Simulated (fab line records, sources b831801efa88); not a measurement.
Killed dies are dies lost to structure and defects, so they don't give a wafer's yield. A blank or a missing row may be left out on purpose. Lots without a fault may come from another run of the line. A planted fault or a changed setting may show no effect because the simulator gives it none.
Which tool did it? | flow gf180mcu | 13 lots, 39 wafers sampled, at 4 steps of a route of 602

WHAT THE GAUGES READ, wafer by wafer
GF_HV_LDD_RS_MEAS_53: measures by four-point-probe. Usual: HV_LDD_RS 418.6 ohm/sq, standard deviation 0.8.
lot  | measured     | on            | HV_LDD_RS (ohm/sq) | flag
L842 | day 12 15:04 | film_metro-03 | 418.9 418.8 418.1  |
L844 | day 13 16:52 | film_metro-01 | 419.5 417.6 419.0  |
L846 | day 13 23:09 | film_metro-01 | 422.7 423.0 423.8  | OFF
L847 | day 14 10:52 | film_metro-01 | 421.5 421.7 421.7  | OFF
L848 | day 14 12:09 | film_metro-04 | 422.6 421.5 420.5  | OFF
L856 | day 17 06:22 | film_metro-03 | 417.9 416.9 417.9  |
L857 | day 17 19:13 | film_metro-03 | 419.3 418.0 418.4  |
L858 | day 17 19:32 | film_metro-04 | 419.8 417.5 418.3  |
L859 | day 18 01:37 | film_metro-01 | 417.9 417.8 417.7  |
L860 | day 18 09:31 | film_metro-03 | 418.4 419.6 418.4  |
L863 | day 19 04:58 | film_metro-01 | 418.8 418.8 418.5  |
L864 | day 19 15:59 | film_metro-01 | 417.8 417.6 418.1  |
L865 | day 19 16:41 | film_metro-04 | 418.8 418.9 419.3  |

GF_HV_LDD_THK_MEAS_55. Usual: HV_LDD_CVD_54_THK 10.04 nm, standard deviation 0.13.
lot  | measured     | on            | HV_LDD_CVD_54_THK (nm) | flag
L842 | day 12 16:11 | film_metro-04 | 10.09 10.02 10.18      |
L844 | day 13 18:40 | film_metro-01 | 9.79 9.86 9.81         |
L846 | day 14 00:17 | film_metro-04 | 9.95 10.02 10.07       |
L847 | day 14 12:01 | film_metro-03 | 9.88 9.90 9.91         |
L848 | day 14 13:17 | film_metro-04 | 10.24 10.12 10.24      |
L856 | day 17 07:31 | film_metro-03 | 10.13 10.14 10.03      |
L857 | day 17 20:21 | film_metro-03 | 10.05 9.94 10.06       |
L858 | day 17 20:38 | film_metro-04 | 10.18 10.17 10.20      |
L859 | day 18 02:44 | film_metro-03 | 10.33 10.23 10.33      |
L860 | day 18 10:38 | film_metro-01 | 10.19 10.09 10.10      |
L863 | day 19 06:07 | film_metro-04 | 10.09 9.84 9.96        |
L864 | day 19 17:07 | film_metro-03 | 10.10 9.99 9.95        |
L865 | day 19 17:49 | film_metro-01 | 10.10 10.17 10.19      |

WHICH TOOL RAN EACH LOT (tool, then ch and the chambers of the sampled wafers, then the start)
lot  | GF_HV_LDD_IMPLANT_09            | GF_HV_LDD_STRIP_49
L842 | implanter-01 ch 0, day 10 08:15 | plasma_asher-02 ch 0,1, day 12 14:47
L844 | implanter-02 ch 0, day 11 07:36 | plasma_asher-02 ch 0,1, day 13 16:35
L846 | implanter-01 ch 0, day 11 14:32 | plasma_asher-04 ch 0,1, day 13 22:51
L847 | implanter-01 ch 0, day 12 00:10 | plasma_asher-02 ch 0,1, day 14 10:35
L848 | implanter-01 ch 0, day 12 01:11 | plasma_asher-04 ch 0,1, day 14 11:52
L856 | implanter-02 ch 0, day 14 10:55 | plasma_asher-01 ch 0,1, day 17 06:06
L857 | implanter-01 ch 0, day 14 22:03 | plasma_asher-04 ch 0,1, day 17 18:56
L858 | implanter-03 ch 0, day 14 22:58 | plasma_asher-02 ch 0,1, day 17 19:13
L859 | implanter-02 ch 0, day 15 04:19 | plasma_asher-04 ch 0,1, day 18 01:19
L860 | implanter-01 ch 0, day 15 12:17 | plasma_asher-01 ch 0,1, day 18 09:13
L863 | implanter-01 ch 0, day 16 06:54 | plasma_asher-02 ch 0,1, day 19 04:41
L864 | implanter-01 ch 0, day 16 16:04 | plasma_asher-01 ch 0,1, day 19 15:42
L865 | implanter-03 ch 0, day 16 17:40 | plasma_asher-02 ch 0,1, day 19 16:23
- GF_HV_LDD_IMPLANT_09
- GF_HV_LDD_STRIP_49: strips in O2/N2.

WHAT THE TOOLS THEMSELVES READ (means of the sampled wafers that have a number; where no wafer has one, the mark that the record gives instead)
GF_HV_LDD_STRIP_49. Usual: drypump_motor_current_A 5.65 A, standard deviation 0.28; heater_power_w 332 W, standard deviation 33; oes_product_au 0.716 a.u., standard deviation 0.0041; strip_time_to_endpoint_s 12.64 s, standard deviation 0.034.
lot  | tool            | drypump_motor_current_A (A) | heater_power_w (W) | oes_product_au (a.u.) | strip_time_to_endpoint_s (s) | flag
L842 | plasma_asher-02 | 5.60                        | 364                | 0.712                 | 12.66                        |
L844 | plasma_asher-02 | 5.67                        | 347                | 0.718                 | 12.68                        |
L846 | plasma_asher-04 | 6.17                        | 288                | 0.715                 | 12.70                        |
L847 | plasma_asher-02 | 5.67                        | 349                | 0.713                 | 12.66                        |
L848 | plasma_asher-04 | 6.23                        | 291                | 0.716                 | 12.61                        |
L856 | plasma_asher-01 | 5.46                        | 307                | 0.714                 | 12.59                        |
L857 | plasma_asher-04 | 6.22                        | 285                | 0.715                 | 12.61                        |
L858 | plasma_asher-02 | 5.68                        | 349                | 0.716                 | 12.63                        |
L859 | plasma_asher-04 | 6.17                        | 286                | 0.718                 | 12.66                        |
L860 | plasma_asher-01 | 5.47                        | 305                | 0.714                 | 12.59                        |
L863 | plasma_asher-02 | 5.66                        | 346                | 0.717                 | 12.65                        |
L864 | plasma_asher-01 | 5.48                        | 305                | 0.714                 | 12.62                        |
L865 | plasma_asher-02 | 5.59                        | 362                | 0.720                 | 12.62                        |

THE ANSWER, worked out from the rows above alone
Rule: a lot is off if the mean of its wafers that have a number lies more than 3 standard deviations from the usual mean. A lot without any number at a reading at which 4 lots or more have one is off too. The other lots that the step has rows for count as sound. The gauges are gone through in route order, then the tools' own readings, and for those a lot's mean is taken as printed above. The first step at which some lot is off is used, and at that step the reading that is off furthest; a lot without a number counts as furthest.
Off: L846, L847, L848, at GF_HV_LDD_RS_MEAS_53 (HV_LDD_RS).
A tool fits if, at a process step before that reading, it ran every lot that is off, and no sound lot after the first of them. The gauges at GF_HV_LDD_RS_MEAS_53 are tried like those tools. None of those tried fits.

WHAT THE SIMULATOR HAD PUT IN
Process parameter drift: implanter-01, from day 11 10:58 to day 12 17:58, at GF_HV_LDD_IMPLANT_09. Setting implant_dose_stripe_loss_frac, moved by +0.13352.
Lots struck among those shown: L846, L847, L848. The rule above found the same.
